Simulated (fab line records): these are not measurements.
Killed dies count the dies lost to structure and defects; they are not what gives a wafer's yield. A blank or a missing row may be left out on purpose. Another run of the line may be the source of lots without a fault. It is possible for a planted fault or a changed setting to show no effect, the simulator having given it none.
Struck lot and sound lot, side by side    flow sky130    42 steps out of a route of 708
Sound: wafers L503.2, L503.5, L503.6. The struck wafers were L505.1, L505.4, L505.5. The cause comes at the end.
At each step with rows: each side's tool, then ch and its chambers, then its first start. Under that, the readings that differ: sound wafers    struck wafers    difference of the means    sigmas: that difference in standard deviations of wafers without a fault.
alike: a reading whose means differ by less than 2 such deviations, as well as words and numbers matching on both sides. not compared: withheld readings; readings where some wafer has no value; bounds like >300 that might hide an equal value; numbers whose values overlap and for which the record gives no deviation.
The two part at a step that has a row with sigmas, a row that says differs or no value, or rows on one side only. Non-overlapping numbers with no deviation appear without sigmas and do not part them. A reading that every wafer of one side lacks parts them only if that side has two wafers or more.

first, 2 steps without rows for these wafers: SKY_NWELL_IMPLANT_12; SKY_NWELL_IMPLANT_13.
SKY_NWELL_STRIP_14: strips in O2/N2.
  sound on plasma asher-04 ch 0,1, day 6 16:49; struck on plasma asher-01 ch 1, day 7 06:02
  alike: drypump motor current A, oes product au, strip time to endpoint s
  not compared: rf hours counter h
SKY_NWELL_TW_MEAS_15:
  sound on film metro-04, day 6 16:56; struck on film metro-01, day 7 06:08
reading   sound           struck          difference  sigmas
NWELL_TW  1791 1785 1788  1847 1841 1841  +55         +2
then, 7 steps without rows for these wafers: SKY_NWELL_DEHYDRATE_16 (time 60 s); SKY_NWELL_HMDS_17 (prime time 60 s); SKY_NWELL_COAT_18 (resist thk 3000 nm); SKY_NWELL_SOFTBAKE_19; SKY_NWELL_EXPOSE_20 (exposes mask NWM COMPLEMENT, target cd 840 nm); SKY_NWELL_PEB_21; SKY_NWELL_DEVELOP_22 (develop time 60 s).
SKY_NWELL_OVL_MEAS_23:
  sound on overlay-01, day 7 11:56; struck on overlay-01, day 8 02:15
  alike: NWELL_01_OVL
SKY_NWELL_IMPLANT_24:
  sound on implanter-03 ch 0, day 7 11:59; struck on implanter-01 ch 0, day 8 02:17
SKY_NWELL_STRIP_25: strips in O2/N2.
  sound on plasma asher-04 ch 0,1, day 7 12:07; struck on plasma asher-02 ch 1, day 8 02:26
  alike: drypump motor current A, oes product au, strip time to endpoint s
  not compared: rf hours counter h
SKY_NWELL_TW_MEAS_26:
  sound on film metro-03, day 7 12:14; struck on film metro-03, day 8 02:32
  alike: NWELL_2_TW
then, 1 step without rows for these wafers: SKY_NWELL_CLEAN_27 (cleans in SC1/SC2, time 150 s).
SKY_NWELL_RTA_28: time 30 s.
  sound on rtp anneal-02 ch 0, day 7 12:21; struck on rtp anneal-01 ch 0, day 8 02:38
  alike: lamp power pct, wafer_temp_C_max
SKY_NWELL_RS_MEAS_29: the measuring method here is four-point-probe.
  sound on film metro-01, day 7 12:27; struck on film metro-04, day 8 02:44
  alike: NWELL_RS
SKY_NWELL_RS_MEAS_31: the measuring method here is four-point-probe.
  sound on film metro-01, day 7 12:41; struck on film metro-04, day 8 02:59
  alike: PWDE_RS
then, 7 steps without rows for these wafers: SKY_VT_ADJUST_HVTP_DEHYDRATE_00 (time 60 s); SKY_VT_ADJUST_HVTP_HMDS_01 (prime time 60 s); SKY_VT_ADJUST_HVTP_COAT_02 (resist thk 1140 nm); SKY_VT_ADJUST_HVTP_SOFTBAKE_03 (time 60 s); SKY_VT_ADJUST_HVTP_EXPOSE_04 (exposes mask HVTPM, target cd 380 nm); SKY_VT_ADJUST_HVTP_PEB_05; SKY_VT_ADJUST_HVTP_DEVELOP_06 (develop time 60 s).
SKY_VT_ADJUST_HVTP_CD_MEAS_07 targets a cd of 380 nm.
  sound on cd sem-01, day 8 08:27; struck on cd sem-02, day 9 00:21
  alike: cd nm
SKY_VT_ADJUST_HVTP_OVL_MEAS_08:
  sound on overlay-02, day 8 08:34; struck on overlay-01, day 9 00:28
  alike: VT_ADJUST_HVTP_OVL
then, 1 step without rows for these wafers: SKY_VT_ADJUST_HVTP_IMPLANT_09.
SKY_VT_ADJUST_HVTP_STRIP_10: strips in O2/N2.
  sound on plasma asher-01 ch 0,1, day 8 08:44; struck on plasma asher-03 ch 0,1, day 9 00:39
reading                       sound              struck             difference  sigmas
strip time to endpoint s (s)  14.29 14.28 14.26  14.10 14.17 14.10  -0.15       -4
  alike: drypump motor current A, oes product au
  not compared: rf hours counter h
SKY_VT_ADJUST_HVTP_TW_MEAS_11:
  sound on film metro-01, day 8 08:51; struck on film metro-01, day 9 00:45
  alike: VT_ADJUST_HVTP_TW
then, 7 steps without rows for these wafers: SKY_VT_ADJUST_LVTN_DEHYDRATE_00 (time 60 s); SKY_VT_ADJUST_LVTN_HMDS_01 (prime time 60 s); SKY_VT_ADJUST_LVTN_COAT_02 (resist thk 3000 nm); SKY_VT_ADJUST_LVTN_SOFTBAKE_03; SKY_VT_ADJUST_LVTN_EXPOSE_04 (exposes mask NWM COMPLEMENT LESS NATIVE, target cd 840 nm); SKY_VT_ADJUST_LVTN_PEB_05; SKY_VT_ADJUST_LVTN_DEVELOP_06 (develop time 60 s).
SKY_VT_ADJUST_LVTN_OVL_MEAS_07:
  sound on overlay-02, day 9 05:51; struck on overlay-01, day 9 22:45
  alike: VT_ADJUST_LVTN_OVL
then, 1 step without rows for these wafers: SKY_VT_ADJUST_LVTN_IMPLANT_08.
SKY_VT_ADJUST_LVTN_STRIP_09: strips in O2/N2.
  sound on plasma asher-03 ch 0,1, day 9 06:02; struck on plasma asher-02 ch 0,1, day 9 22:56
reading                       sound              struck             difference  sigmas
strip time to endpoint s (s)  36.71 36.76 36.70  36.97 37.04 36.99  +0.28       +3
  alike: drypump motor current A, oes product au
  not compared: rf hours counter h
-- the record jumps here: 39 days lie between the struck wafers' starts before and after (it left off in module VT_ADJUST_LVTN and takes up again in module PAD_OPEN, whose first step shown is number 708 of the route) --
SKY_PAD_OPEN_PROBE_99:
  sound on prober-02, day 48 12:39; struck on prober-02, day 48 17:43
reading                                           sound              struck             difference  sigmas
model.etest.res pwell under gate.rs ohm sq range  78.66 79.66 74.81  179.6 208.9 202.5  +119.3      
  alike: killed_at_M0_to_M3, killed_at_M4_up, killed at contacts, killed at front end, killed at other, killed dies, killed open, killed short

WHERE THEY PART
At SKY_NWELL_TW_MEAS_15 first; at SKY_VT_ADJUST_LVTN_STRIP_09 last (within this record only). Later steps at which nothing parts them and some readings are alike: SKY_PAD_OPEN_PROBE_99.

WHY: what had been put in by the simulator
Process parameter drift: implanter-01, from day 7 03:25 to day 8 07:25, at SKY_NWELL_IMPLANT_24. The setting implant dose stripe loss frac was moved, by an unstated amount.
